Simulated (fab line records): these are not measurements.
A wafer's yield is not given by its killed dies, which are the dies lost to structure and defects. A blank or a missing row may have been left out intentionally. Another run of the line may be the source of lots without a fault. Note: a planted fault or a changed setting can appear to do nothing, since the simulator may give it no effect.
Chamber matching | flow sky130 | SKY_VIA1_CMP_02 on cmp-01: 4 sister chambers
The step polishes SiO2. 4 wafers are shown with their chamber, then 12 later ones without.

EACH WAFER AND ITS CHAMBER
wafer  | chamber | motorCurrentA (A)
L086.5 | 1       | 12.6
L087.3 | 0       | 15.6
L088.4 | 3       | 11.5
L088.5 | 2       | 12.9

WAFERS WITHOUT THEIR CHAMBER
wafer  | motorCurrentA (A)
L089.1 | 15.3
L089.2 | 12.4
L089.4 | 12.5
L090.2 | 16.8
L090.3 | 11.2
L090.6 | 15.7
L095.1 | 15.0
L095.3 | 11.0
L095.4 | 12.6
L096.1 | 12.0
L096.2 | 14.8
L096.5 | 10.7

WHICH CHAMBER EACH WENT THROUGH
wafer  | from the rows above          | in truth
L089.1 | 0                            | 0
L089.2 | can't be placed: 1 or 2 or 3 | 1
L089.4 | can't be placed: 1 or 2 or 3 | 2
L090.2 | 0                            | 0
L090.3 | can't be placed: 3 or 1      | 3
L090.6 | 0                            | 0
L095.1 | 0                            | 0
L095.3 | can't be placed: 3 or 1      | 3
L095.4 | can't be placed: 1 or 2 or 3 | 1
L096.1 | can't be placed: 3 or 1 or 2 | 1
L096.2 | can't be placed: 0 or 2      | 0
L096.5 | can't be placed: 3 or 1      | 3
Correct placement for 4 of the 12. Unplaceable from these rows: 8, with the true chamber sitting among the candidates in 8. Placed wrongly: 0.
How it was worked out, from the rows above alone: a wafer's distance from a chamber is the root of the sum, over the readings, of the square of ((its reading less the chamber's mean) divided by the reading's scatter). The wafer belongs to the nearest chamber; if the next one is less than 2 further off, it can't be placed. For every chamber, the mean is computed from those of its wafers that are shown. The scatter: with one shown wafer a chamber, the root of the mean of the squares of how far each hidden wafer lies from its nearest shown one.
